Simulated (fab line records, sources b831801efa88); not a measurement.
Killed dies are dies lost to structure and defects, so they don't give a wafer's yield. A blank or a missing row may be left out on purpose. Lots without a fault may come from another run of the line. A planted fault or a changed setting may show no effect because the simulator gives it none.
Which tool did it? | flow gf180mcu | 14 lots, 42 wafers sampled, at 5 steps of a route of 602

WHAT THE GAUGES READ, wafer by wafer
GF_POLY_GATE_CD_MEAS_10: target cd 280 nm.
lot  | measured     | on        | cd_nm (nm)
L366 | day 9 13:15  | cd_sem-02 | 279.8 281.3 280.8
L367 | day 9 19:04  | cd_sem-01 | 278.5 278.2 279.3
L368 | day 10 01:34 | cd_sem-02 | 278.4 278.9 278.4
L369 | day 10 06:35 | cd_sem-01 | 280.0 279.3 280.0
L370 | day 10 18:08 | cd_sem-01 | 280.4 280.5 279.3
L371 | day 10 22:08 | cd_sem-01 | 282.6 281.8 281.1
L374 | day 11 23:47 | cd_sem-02 | 274.4 274.3 274.3
L375 | day 12 04:49 | cd_sem-01 | 274.6 273.6 274.0
L376 | day 12 11:17 | cd_sem-01 | 279.8 280.8 280.6
L384 | day 14 21:26 | cd_sem-01 | 279.3 279.1 280.0
L385 | day 15 00:41 | cd_sem-02 | 280.8 280.1 282.7
L386 | day 15 12:56 | cd_sem-02 | 281.0 281.6 281.1
L387 | day 15 20:53 | cd_sem-02 | 279.7 278.8 279.6
L388 | day 16 06:53 | cd_sem-02 | 279.6 280.5 279.1

GF_HV_LDD_CD_MEAS_31: target cd 400 nm.
lot  | measured     | on        | cd_nm (nm)
L366 | day 11 22:26 | cd_sem-01 | 396.9 399.3 398.0
L367 | day 12 04:08 | cd_sem-01 | 403.1 402.2 401.4
L368 | day 12 11:01 | cd_sem-02 | 398.2 400.1 399.3
L369 | day 12 17:29 | cd_sem-02 | 401.9 399.7 402.7
L370 | day 13 04:44 | cd_sem-01 | 401.4 402.4 402.6
L371 | day 13 09:32 | cd_sem-01 | 403.6 403.1 399.5
L374 | day 14 14:02 | cd_sem-01 | 399.8 400.6 399.8
L375 | day 14 20:07 | cd_sem-02 | 402.6 401.0 403.4
L376 | day 15 05:06 | cd_sem-01 | 399.5 395.8 399.0
L384 | day 17 19:53 | cd_sem-01 | 405.0 404.6 401.8
L385 | day 18 00:26 | cd_sem-01 | 396.9 399.3 397.4
L386 | day 18 12:26 | cd_sem-01 | 401.5 403.2 402.6
L387 | day 18 20:20 | cd_sem-01 | 398.0 398.3 396.3
L388 | day 19 07:56 | cd_sem-01 | 404.5 404.2 405.9

GF_HV_LDD_OVL_MEAS_32.
lot  | measured     | on         | HV_LDD_02_OVL (nm)
L366 | day 11 22:34 | overlay-02 | 0.5 -0.8 -0.6
L367 | day 12 04:16 | overlay-01 | -1.4 -2.6 -1.3
L368 | day 12 11:07 | overlay-01 | -0.3 1.4 0.8
L369 | day 12 17:37 | overlay-01 | 0.5 -0.3 -0.3
L370 | day 13 04:49 | overlay-02 | -0.2 -1.1 -0.7
L371 | day 13 09:40 | overlay-02 | 0.1 1.3 0.1
L374 | day 14 14:10 | overlay-02 | -0.5 -0.7 -0.6
L375 | day 14 20:13 | overlay-01 | -2.1 -1.7 -1.0
L376 | day 15 05:11 | overlay-01 | -0.6 -0.7 -2.3
L384 | day 17 19:58 | overlay-02 | -1.4 -1.8 0.4
L385 | day 18 00:34 | overlay-02 | 0.6 0.3 0.8
L386 | day 18 12:34 | overlay-01 | -2.1 -2.4 -1.2
L387 | day 18 20:28 | overlay-01 | 0.6 -0.3 0.0
L388 | day 19 08:04 | overlay-01 | -2.5 -2.4 -1.1

GF_PSD_TW_MEAS_11.
lot  | measured     | on            | PSD_TW
L366 | day 14 14:17 | film_metro-03 | 3133 3137 3139
L367 | day 14 22:39 | film_metro-04 | 3152 3127 3138
L368 | day 15 04:48 | film_metro-04 | 3155 3162 3143
L369 | day 15 12:38 | film_metro-04 | 3161 3160 3151
L370 | day 16 02:31 | film_metro-04 | 3136 3145 3138
L371 | day 16 06:12 | film_metro-04 | 3130 3140 3127
L374 | day 17 14:47 | film_metro-01 | 3218 3213 3217
L375 | day 17 20:15 | film_metro-04 | 3113 3142 3132
L376 | day 18 04:56 | film_metro-04 | 3129 3144 3134
L384 | day 20 23:43 | film_metro-03 | 3140 3163 3136
L385 | day 21 04:03 | film_metro-03 | 3119 3105 3105
L386 | day 21 16:39 | film_metro-01 | 3208 3214 3219
L387 | day 22 01:22 | film_metro-04 | 3115 3138 3138
L388 | day 22 10:36 | film_metro-03 | 3125 3130 3128

WHICH TOOL RAN EACH LOT (tool, then ch and the chambers of the sampled wafers, then the start)
lot  | GF_POLY_GATE_SOFTBAKE_06
L366 | litho_track-01 ch 0, day 9 04:00
L367 | litho_track-04 ch 0, day 9 10:00
L368 | litho_track-01 ch 0, day 9 16:00
L369 | litho_track-01 ch 0, day 9 22:00
L370 | litho_track-01 ch 0, day 10 08:00
L371 | litho_track-02 ch 0, day 10 12:00
L374 | litho_track-01 ch 0, day 11 14:00
L375 | litho_track-01 ch 0, day 11 19:00
L376 | litho_track-02 ch 0, day 12 01:00
L384 | litho_track-01 ch 0, day 14 11:00
L385 | litho_track-01 ch 0, day 14 14:00
L386 | litho_track-02 ch 0, day 15 01:00
L387 | litho_track-04 ch 0, day 15 09:00
L388 | litho_track-04 ch 0, day 15 19:00
- GF_POLY_GATE_SOFTBAKE_06: time 60 s.

WHAT THE TOOLS THEMSELVES READ (means of the sampled wafers that have a number; where no wafer has one, the mark that the record gives instead)
GF_POLY_GATE_SOFTBAKE_06.
lot  | tool           | run_length_s (s)
L366 | litho_track-01 | 89.43
L367 | litho_track-04 | 89.00
L368 | litho_track-01 | 89.45
L369 | litho_track-01 | 89.61
L370 | litho_track-01 | 89.47
L371 | litho_track-02 | 89.47
L374 | litho_track-01 | 133.43
L375 | litho_track-01 | 133.48
L376 | litho_track-02 | 89.46
L384 | litho_track-01 | 89.50
L385 | litho_track-01 | 89.44
L386 | litho_track-02 | 89.44
L387 | litho_track-04 | 88.90
L388 | litho_track-04 | 89.04

THE ANSWER, worked out from the rows above alone
Rule: what is usual is taken from the lots themselves. Put in order of their means at a reading, lots are off if they are a third of the lots or fewer, leave a main group of 4 or more, and stand apart from it by a gap of 3 or more times the standard deviation of the main group's means; of several such gaps the widest counts. A main group whose means are all the same, to the digits that the tables above print for the reading, isn't used. A lot without any number at a reading at which 4 lots or more have one is off too. The other lots that the step has rows for count as sound. The gauges are gone through in route order, then the tools' own readings, and for those a lot's mean is taken as printed above. The first step at which some lot is off is used, and at that step the reading that is off furthest; a lot without a number counts as furthest.
Off: L374, L375, at GF_POLY_GATE_CD_MEAS_10 (cd_nm). The main group: mean 280.1 nm, standard deviation 0.98.
A tool fits if, at a process step before that reading, it ran every lot that is off, and no sound lot after the first of them. The gauges at GF_POLY_GATE_CD_MEAS_10 aren't tried: what is off there is off at GF_POLY_GATE_SOFTBAKE_06 too, on other tools, and a gauge's error can't cause that. None of those tried fits.

WHAT THE SIMULATOR HAD PUT IN
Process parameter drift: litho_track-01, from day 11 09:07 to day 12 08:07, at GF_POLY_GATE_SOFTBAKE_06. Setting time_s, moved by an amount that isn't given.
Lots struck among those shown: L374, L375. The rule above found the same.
